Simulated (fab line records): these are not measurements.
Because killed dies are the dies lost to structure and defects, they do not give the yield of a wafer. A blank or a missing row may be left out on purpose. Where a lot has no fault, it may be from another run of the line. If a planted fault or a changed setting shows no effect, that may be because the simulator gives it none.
Which tool did it? | flow sky130 | 10 lots, 30 wafers sampled, at 3 steps of a route of 708

== WHAT EACH GAUGE READ, for each wafer ==
SKY_NWELL_THK_MEAS_02.
lot  | measured    | on           | NWELL_OXIDATION_THK (nm)
L488 | day 3 02:55 | filmMetro-01 | 10.15 10.22 10.11
L492 | day 4 10:49 | filmMetro-04 | 10.02 10.07 9.73
L493 | day 4 10:47 | filmMetro-02 | 9.97 9.92 9.76
L494 | day 5 03:44 | filmMetro-02 | 2.82 2.92 2.87
L495 | day 5 03:43 | filmMetro-04 | 2.68 2.69 2.62
L496 | day 5 03:46 | filmMetro-01 | 2.48 2.60 2.56
L501 | day 6 10:17 | filmMetro-04 | 10.15 10.21 10.14
L505 | day 6 21:15 | filmMetro-04 | 9.88 9.87 9.87
L508 | day 7 05:50 | filmMetro-04 | 10.02 9.77 9.79
L507 | day 7 05:49 | filmMetro-02 | 10.12 9.93 9.91

== TOOL THAT RAN EACH LOT (tool first, then ch and the chambers of the sampled wafers, then the start) ==
lot  | SKY_FIELD_ISO_ETCH_17          | SKY_NWELL_OXIDATION_01
L488 | rieSi-01 ch 1,2, day 2 16:34   | furnace-01 ch 0, day 3 01:31
L492 | rieSi-02 ch 0,1,3, day 3 14:58 | furnace-01 ch 0, day 4 09:24
L493 | rieSi-01 ch 3, day 3 17:59     | furnace-01 ch 0, day 4 09:24
L494 | rieSi-01 ch 0,1,3, day 3 22:47 | furnace-01 ch 0, day 5 02:20
L495 | rieSi-01 ch 1,2,3, day 4 07:47 | furnace-01 ch 0, day 5 02:20
L496 | rieSi-02 ch 1,2, day 4 07:55   | furnace-01 ch 0, day 5 02:20
L501 | rieSi-02 ch 0,1,3, day 5 17:26 | furnace-02 ch 0, day 6 08:53
L505 | rieSi-01 ch 2,3, day 6 13:47   | furnace-02 ch 0, day 6 19:50
L508 | rieSi-01 ch 0,2,3, day 6 23:22 | furnace-02 ch 0, day 7 04:25
L507 | rieSi-02 ch 1,2,3, day 6 23:31 | furnace-02 ch 0, day 7 04:25
- SKY_FIELD_ISO_ETCH_17: etches Si in HBr/Cl2/O2, target depth 342 nm, time 97.7 s.
- SKY_NWELL_OXIDATION_01: stabilise 600 s, purge 300 s, target thk 10 nm.

== THE ANSWER, worked out from the rows above alone ==
Rule: the usual values come from the lots themselves. The widest of any qualifying gaps counts: lots, ordered by their means at a reading, are off when they make up no more than a third of the lots, leave a main group of 4 or more, and stand apart from it by 3 or more times the standard deviation of that group's means. If all means in a main group match to the digits the tables above print for the reading, that group is not used. Also off: a lot with no number at a reading for which 4 or more lots have one. The other lots that the step has rows for count as sound.
Off: L494, L495, L496, at SKY_NWELL_THK_MEAS_02 (NWELL_OXIDATION_THK). Mean 9.98 nm and standard deviation 0.12 in the main group.
If a tool, at a process step before that reading, ran all the lots that are off and no sound lot after the first of them, it fits. The gauges at SKY_NWELL_THK_MEAS_02 are tried like those tools. One fits: SKY_NWELL_OXIDATION_01 on furnace-01. Its last sound lot is L492 (day 4 09:24), its first lot that is off L494 (day 5 02:20): a fault that began between those two fits.

== WHAT THE SIMULATOR HAD INSERTED ==
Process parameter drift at SKY_NWELL_OXIDATION_01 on furnace-01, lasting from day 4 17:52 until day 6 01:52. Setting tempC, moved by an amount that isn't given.
Lots struck among those shown: L495, L494, L496. The rule above found the same.
